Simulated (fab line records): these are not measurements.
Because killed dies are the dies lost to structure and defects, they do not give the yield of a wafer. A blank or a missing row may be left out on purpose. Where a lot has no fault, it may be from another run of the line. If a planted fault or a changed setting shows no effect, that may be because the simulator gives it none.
What tool caused it? + flow gf180mcu + Sampling: 24 lots, 72 wafers, 6 of 602 route steps

WHAT EACH GAUGE READ, for each wafer
GF_NWELL_TW_MEAS_11.
| lot  | measured    | on           | NWELL_TW       |
|------|-------------|--------------|----------------|
| L074 | day 3 05:37 | filmMetro-04 | 1569 1567 1568 |
| L075 | day 3 13:43 | filmMetro-03 | 1570 1573 1577 |
| L076 | day 3 18:12 | filmMetro-03 | 1576 1574 1578 |
| L077 | day 3 22:31 | filmMetro-02 | 1544 1538 1549 |
| L078 | day 4 10:43 | filmMetro-04 | 1573 1573 1571 |
| L079 | day 4 13:52 | filmMetro-03 | 1575 1559 1569 |
| L080 | day 4 20:06 | filmMetro-02 | 1547 1566 1558 |
| L081 | day 5 03:49 | filmMetro-03 | 1559 1569 1568 |
| L082 | day 5 06:57 | filmMetro-02 | 1554 1555 1550 |
| L083 | day 5 09:49 | filmMetro-02 | 1560 1561 1552 |
| L084 | day 5 14:32 | filmMetro-03 | 1552 1555 1555 |
| L085 | day 5 22:45 | filmMetro-02 | 1537 1545 1550 |
| L086 | day 6 01:23 | filmMetro-04 | 1568 1562 1567 |
| L087 | day 6 06:07 | filmMetro-04 | 1554 1561 1557 |
| L088 | day 6 15:01 | filmMetro-02 | 1557 1559 1572 |
| L089 | day 6 22:50 | filmMetro-04 | 1561 1556 1561 |
| L090 | day 7 00:04 | filmMetro-03 | 1575 1578 1573 |
| L091 | day 7 04:14 | filmMetro-04 | 1557 1570 1565 |
| L092 | day 7 10:13 | filmMetro-04 | 1587 1567 1578 |
| L093 | day 7 15:58 | filmMetro-03 | 1571 1581 1581 |
| L094 | day 7 21:04 | filmMetro-03 | 1575 1582 1583 |
| L095 | day 8 02:29 | filmMetro-02 | 1562 1558 1551 |
| L096 | day 8 07:12 | filmMetro-03 | 1581 1580 1577 |
| L097 | day 8 15:17 | filmMetro-03 | 1572 1577 1568 |

GF_PASSIVATION_BOW_MEAS_14.
| lot  | measured     | on           | PASSIVATION_BOW (um) |
|------|--------------|--------------|----------------------|
| L074 | day 28 21:57 | filmMetro-04 | 151 162 156          |
| L075 | day 29 09:38 | filmMetro-02 | 132 129 140          |
| L076 | day 29 13:38 | filmMetro-02 | 152 155 155          |
| L077 | day 29 22:40 | filmMetro-04 | 129 129 136          |
| L078 | day 30 14:08 | filmMetro-04 | 135 137 133          |
| L079 | day 30 20:38 | filmMetro-02 | 140 136 142          |
| L080 | day 31 09:50 | filmMetro-04 | 130 133 137          |
| L081 | day 31 10:50 | filmMetro-02 | 139 139 149          |
| L082 | day 31 14:04 | filmMetro-02 | 131 134 136          |
| L083 | day 31 19:56 | filmMetro-02 | 131 138 141          |
| L084 | day 32 00:51 | filmMetro-04 | 145 135 141          |
| L085 | day 32 10:32 | filmMetro-04 | 126 131 125          |
| L086 | day 32 15:25 | filmMetro-04 | 152 153 165          |
| L087 | day 32 19:07 | filmMetro-03 | 146 137 145          |
| L088 | day 33 05:26 | filmMetro-02 | 129 119 118          |
| L089 | day 33 15:19 | filmMetro-02 | 132 139 143          |
| L090 | day 33 16:53 | filmMetro-04 | 145 129 141          |
| L091 | day 33 18:54 | filmMetro-03 | 143 142 141          |
| L092 | day 34 00:46 | filmMetro-04 | 131 131 133          |
| L093 | day 34 08:14 | filmMetro-04 | 139 143 131          |
| L094 | day 34 10:00 | filmMetro-03 | 149 138 141          |
| L095 | day 34 14:29 | filmMetro-04 | 144 141 138          |
| L096 | day 34 18:34 | filmMetro-02 | 145 124 148          |
| L097 | day 34 22:11 | filmMetro-02 | 116 118 121          |

EACH LOT AND THE TOOL THAT RAN IT (in order: tool; ch and the chambers of the sampled wafers; start)
| lot  | GF_V2_CMP_26                  | GF_M3_SPUTTER_02            | GF_MIM_SPUTTER_09           | GF_MIM_STRIP_20                     |
|------|-------------------------------|-----------------------------|-----------------------------|-------------------------------------|
| L074 | cmp-02 ch 2,3, day 20 04:51   | pvdSputter-03, day 20 05:17 | pvdSputter-01, day 24 08:14 | plasmaAsher-04 ch 0,1, day 25 05:49 |
| L075 | cmp-01 ch 0,1,3, day 20 17:11 | pvdSputter-01, day 20 17:31 | pvdSputter-01, day 24 21:45 | plasmaAsher-02 ch 0,1, day 25 19:02 |
| L076 | cmp-02 ch 1,2,3, day 21 01:48 | pvdSputter-02, day 21 02:11 | pvdSputter-02, day 25 04:11 | plasmaAsher-04 ch 0,1, day 26 00:43 |
| L077 | cmp-01 ch 0,1, day 21 10:52   | pvdSputter-01, day 21 11:18 | pvdSputter-03, day 25 12:55 | plasmaAsher-03 ch 0,1, day 26 09:31 |
| L078 | cmp-02 ch 1,2,3, day 22 07:53 | pvdSputter-02, day 22 08:20 | pvdSputter-01, day 26 07:07 | plasmaAsher-02 ch 0,1, day 27 03:14 |
| L079 | cmp-01 ch 0,2,3, day 22 13:55 | pvdSputter-02, day 22 14:14 | pvdSputter-03, day 26 12:39 | plasmaAsher-02 ch 0,1, day 27 09:32 |
| L080 | cmp-01 ch 0,1,3, day 23 02:17 | pvdSputter-02, day 23 02:43 | pvdSputter-01, day 27 04:18 | plasmaAsher-04 ch 0,1, day 27 23:56 |
| L081 | cmp-02 ch 1,2, day 23 10:57   | pvdSputter-01, day 23 11:23 | pvdSputter-03, day 27 06:59 | plasmaAsher-03 ch 0,1, day 28 02:32 |
| L082 | cmp-02 ch 1,2,3, day 23 12:08 | pvdSputter-01, day 23 12:31 | pvdSputter-01, day 27 09:34 | plasmaAsher-02 ch 0,1, day 28 05:34 |
| L083 | cmp-02 ch 1,2, day 23 19:50   | pvdSputter-03, day 23 20:13 | pvdSputter-01, day 27 16:25 | plasmaAsher-02 ch 0,1, day 28 12:09 |
| L084 | cmp-02 ch 0,2,3, day 24 03:40 | pvdSputter-01, day 24 04:00 | pvdSputter-03, day 27 21:13 | plasmaAsher-04 ch 0,1, day 28 16:29 |
| L085 | cmp-02 ch 0,3, day 24 15:07   | pvdSputter-01, day 24 15:29 | pvdSputter-03, day 28 09:48 | plasmaAsher-03 ch 0,1, day 29 04:51 |
| L086 | cmp-02 ch 0,1, day 24 21:35   | pvdSputter-02, day 24 21:58 | pvdSputter-03, day 28 14:37 | plasmaAsher-02 ch 0,1, day 29 09:44 |
| L087 | cmp-02 ch 1,2, day 25 03:22   | pvdSputter-02, day 25 03:48 | pvdSputter-01, day 28 18:45 | plasmaAsher-03 ch 0,1, day 29 13:54 |
| L088 | cmp-02 ch 0,1,2, day 25 15:07 | pvdSputter-02, day 25 15:29 | pvdSputter-01, day 29 06:52 | plasmaAsher-02 ch 0,1, day 30 01:56 |
| L089 | cmp-02 ch 0,1,2, day 26 05:05 | pvdSputter-01, day 26 05:22 | pvdSputter-03, day 29 17:43 | plasmaAsher-03 ch 0,1, day 30 11:34 |
| L090 | cmp-02 ch 1,3, day 26 05:32   | pvdSputter-03, day 26 05:58 | pvdSputter-02, day 29 19:16 | plasmaAsher-03 ch 0,1, day 30 13:40 |
| L091 | cmp-02 ch 0,1,3, day 26 10:52 | pvdSputter-02, day 26 11:12 | pvdSputter-03, day 29 23:37 | plasmaAsher-04 ch 0,1, day 30 17:19 |
| L092 | cmp-01 ch 2,3, day 26 17:09   | pvdSputter-01, day 26 17:35 | pvdSputter-02, day 30 06:21 | plasmaAsher-03 ch 0,1, day 31 00:04 |
| L093 | cmp-02 ch 0,2,3, day 27 01:28 | pvdSputter-02, day 27 01:55 | pvdSputter-03, day 30 12:16 | plasmaAsher-02 ch 0,1, day 31 06:18 |
| L094 | cmp-02 ch 1,2, day 27 05:13   | pvdSputter-03, day 27 05:38 | pvdSputter-02, day 30 17:02 | plasmaAsher-02 ch 0,1, day 31 11:10 |
| L095 | cmp-02 ch 0,1,3, day 27 11:40 | pvdSputter-03, day 27 12:02 | pvdSputter-03, day 30 23:24 | plasmaAsher-04 ch 0,1, day 31 17:05 |
| L096 | cmp-01 ch 1,2,3, day 27 16:20 | pvdSputter-02, day 27 16:46 | pvdSputter-03, day 31 02:55 | plasmaAsher-04 ch 0,1, day 31 21:04 |
| L097 | cmp-01 ch 2,3, day 27 23:07   | pvdSputter-02, day 27 23:34 | pvdSputter-03, day 31 09:41 | plasmaAsher-02 ch 0,1, day 32 02:46 |
- GF_V2_CMP_26: polishes, stops on SiO2, t overpolish 15 s, target thk 0 nm.
- GF_M3_SPUTTER_02: material AlCu, target thk 450 nm, time 23.9 s.
- GF_MIM_SPUTTER_09: material TiN, target thk 35 nm, time 29.2 s.
- GF_MIM_STRIP_20: strips in O2/N2.

WHAT THE TOOLS THEMSELVES READ (means of the sampled wafers that have a number; where no wafer has one, the mark that the record gives instead)
GF_V2_CMP_26.
| lot  | tool   | edgeZonePressureFrac | motorCurrentA (A) | overpolishRunS (s) | timeToEndpointS (s) |
|------|--------|----------------------|-------------------|--------------------|---------------------|
| L074 | cmp-02 | 0.998                | 12.3              | 14.999             | 88                  |
| L075 | cmp-01 | 1.003                | 11.9              | 15.000             | 84                  |
| L076 | cmp-02 | 1.001                | 11.8              | 14.997             | 86                  |
| L077 | cmp-01 | 1.003                | 13.0              | 14.994             | 83                  |
| L078 | cmp-02 | 1.000                | 11.7              | 15.002             | 87                  |
| L079 | cmp-01 | 0.998                | 10.9              | 14.991             | 84                  |
| L080 | cmp-01 | 0.999                | 12.2              | 14.995             | 88                  |
| L081 | cmp-02 | 0.997                | 12.9              | 15.000             | 82                  |
| L082 | cmp-02 | 1.004                | 11.7              | 14.991             | 83                  |
| L083 | cmp-02 | 1.002                | 12.8              | 15.001             | 82                  |
| L084 | cmp-02 | 0.999                | 12.0              | 15.003             | 85                  |
| L085 | cmp-02 | 1.001                | 11.0              | 15.007             | 86                  |
| L086 | cmp-02 | 0.999                | 10.4              | 14.997             | 78                  |
| L087 | cmp-02 | 1.004                | 11.5              | 15.006             | 82                  |
| L088 | cmp-02 | 0.995                | 11.5              | 14.997             | 81                  |
| L089 | cmp-02 | 0.996                | 11.7              | 14.999             | 79                  |
| L090 | cmp-02 | 1.006                | 10.5              | 15.000             | 87                  |
| L091 | cmp-02 | 1.005                | 10.5              | 15.004             | 81                  |
| L092 | cmp-01 | 1.002                | 10.3              | 15.008             | 87                  |
| L093 | cmp-02 | 0.998                | 12.2              | 15.007             | 82                  |
| L094 | cmp-02 | 1.001                | 12.9              | 15.003             | 85                  |
| L095 | cmp-02 | 0.997                | 11.0              | 15.007             | 84                  |
| L096 | cmp-01 | 0.996                | 10.9              | 14.994             | 80                  |
| L097 | cmp-01 | 0.998                | 10.2              | 14.999             | 84                  |

GF_M3_SPUTTER_02.
| lot  | tool          | throttleValvePct (%) |
|------|---------------|----------------------|
| L074 | pvdSputter-03 | 30.4                 |
| L075 | pvdSputter-01 | 30.1                 |
| L076 | pvdSputter-02 | 29.2                 |
| L077 | pvdSputter-01 | 29.8                 |
| L078 | pvdSputter-02 | 30.0                 |
| L079 | pvdSputter-02 | 30.3                 |
| L080 | pvdSputter-02 | 29.7                 |
| L081 | pvdSputter-01 | 30.1                 |
| L082 | pvdSputter-01 | 30.0                 |
| L083 | pvdSputter-03 | 29.9                 |
| L084 | pvdSputter-01 | 30.6                 |
| L085 | pvdSputter-01 | 30.6                 |
| L086 | pvdSputter-02 | 29.6                 |
| L087 | pvdSputter-02 | 29.8                 |
| L088 | pvdSputter-02 | 29.3                 |
| L089 | pvdSputter-01 | 30.6                 |
| L090 | pvdSputter-03 | 29.7                 |
| L091 | pvdSputter-02 | 29.1                 |
| L092 | pvdSputter-01 | 30.8                 |
| L093 | pvdSputter-02 | 29.7                 |
| L094 | pvdSputter-03 | 30.1                 |
| L095 | pvdSputter-03 | 30.3                 |
| L096 | pvdSputter-02 | 30.0                 |
| L097 | pvdSputter-02 | 29.6                 |

GF_MIM_SPUTTER_09.
| lot  | tool          | throttleValvePct (%) |
|------|---------------|----------------------|
| L074 | pvdSputter-01 | 30.2                 |
| L075 | pvdSputter-01 | 30.7                 |
| L076 | pvdSputter-02 | 29.5                 |
| L077 | pvdSputter-03 | 29.8                 |
| L078 | pvdSputter-01 | 30.8                 |
| L079 | pvdSputter-03 | 30.4                 |
| L080 | pvdSputter-01 | 30.5                 |
| L081 | pvdSputter-03 | 30.4                 |
| L082 | pvdSputter-01 | 31.0                 |
| L083 | pvdSputter-01 | 30.1                 |
| L084 | pvdSputter-03 | 29.5                 |
| L085 | pvdSputter-03 | 30.5                 |
| L086 | pvdSputter-03 | 29.4                 |
| L087 | pvdSputter-01 | 30.2                 |
| L088 | pvdSputter-01 | 30.2                 |
| L089 | pvdSputter-03 | 29.7                 |
| L090 | pvdSputter-02 | 29.5                 |
| L091 | pvdSputter-03 | 29.7                 |
| L092 | pvdSputter-02 | 30.0                 |
| L093 | pvdSputter-03 | 29.8                 |
| L094 | pvdSputter-02 | 30.6                 |
| L095 | pvdSputter-03 | 30.4                 |
| L096 | pvdSputter-03 | 30.1                 |
| L097 | pvdSputter-03 | 30.2                 |

GF_MIM_STRIP_20.
| lot  | tool           | drypumpMotorCurrentA (A) | heaterPowerW (W) | oesProductAu (a.u.) | stripTimeToEndpointS (s) |
|------|----------------|--------------------------|------------------|---------------------|--------------------------|
| L074 | plasmaAsher-04 | 5.1                      | 332              | 0.694               | 11.23                    |
| L075 | plasmaAsher-02 | 5.9                      | 334              | 0.690               | 11.25                    |
| L076 | plasmaAsher-04 | 5.3                      | 339              | 0.691               | 11.18                    |
| L077 | plasmaAsher-03 | 5.6                      | 299              | 0.691               | 11.22                    |
| L078 | plasmaAsher-02 | 5.7                      | 328              | 0.691               | 11.27                    |
| L079 | plasmaAsher-02 | 5.9                      | 341              | 0.695               | 11.30                    |
| L080 | plasmaAsher-04 | 5.3                      | 339              | 0.687               | 11.25                    |
| L081 | plasmaAsher-03 | 5.6                      | 304              | 0.691               | 11.23                    |
| L082 | plasmaAsher-02 | 5.8                      | 338              | 0.691               | 11.28                    |
| L083 | plasmaAsher-02 | 5.7                      | 327              | 0.692               | 11.23                    |
| L084 | plasmaAsher-04 | 5.1                      | 335              | 0.692               | 11.21                    |
| L085 | plasmaAsher-03 | 5.6                      | 302              | 0.694               | 11.26                    |
| L086 | plasmaAsher-02 | 5.7                      | 324              | 0.692               | 11.21                    |
| L087 | plasmaAsher-03 | 5.3                      | 318              | 0.694               | 11.25                    |
| L088 | plasmaAsher-02 | 5.7                      | 323              | 0.692               | 11.23                    |
| L089 | plasmaAsher-03 | 5.3                      | 321              | 0.692               | 11.24                    |
| L090 | plasmaAsher-03 | 5.3                      | 320              | 0.692               | 11.27                    |
| L091 | plasmaAsher-04 | 5.2                      | 340              | 0.695               | 11.28                    |
| L092 | plasmaAsher-03 | 5.5                      | 301              | 0.692               | 11.24                    |
| L093 | plasmaAsher-02 | 5.8                      | 337              | 0.693               | 11.23                    |
| L094 | plasmaAsher-02 | 5.8                      | 341              | 0.693               | 11.23                    |
| L095 | plasmaAsher-04 | 5.1                      | 331              | 0.695               | 11.23                    |
| L096 | plasmaAsher-04 | 5.1                      | 333              | 0.695               | 11.20                    |
| L097 | plasmaAsher-02 | 5.8                      | 336              | 0.697               | 11.24                    |

THE ANSWER, worked out from the rows above alone
Rule: the usual values come from the lots themselves. Put in order of their means at a reading, lots are off if they are a third of the lots or fewer, leave a main group of 4 or more, and stand apart from it by a gap of 3 or more times the standard deviation of the main group's means; of several such gaps the widest counts. If all means in a main group match to the digits the tables above print for the reading, that group is not used. Also off: a lot with no number at a reading for which 4 or more lots have one. All remaining lots with rows at the step are treated as sound. Order of review: gauges by route order, followed by the tools' own readings, for which a lot's mean as printed above is used. At the first step where some lot is off, the reading lying furthest off is the one used; lots without a number count as furthest.
No lot is off on any of the readings shown, so nothing can be concluded from this.

WHAT HAD BEEN PUT IN BY THE SIMULATOR
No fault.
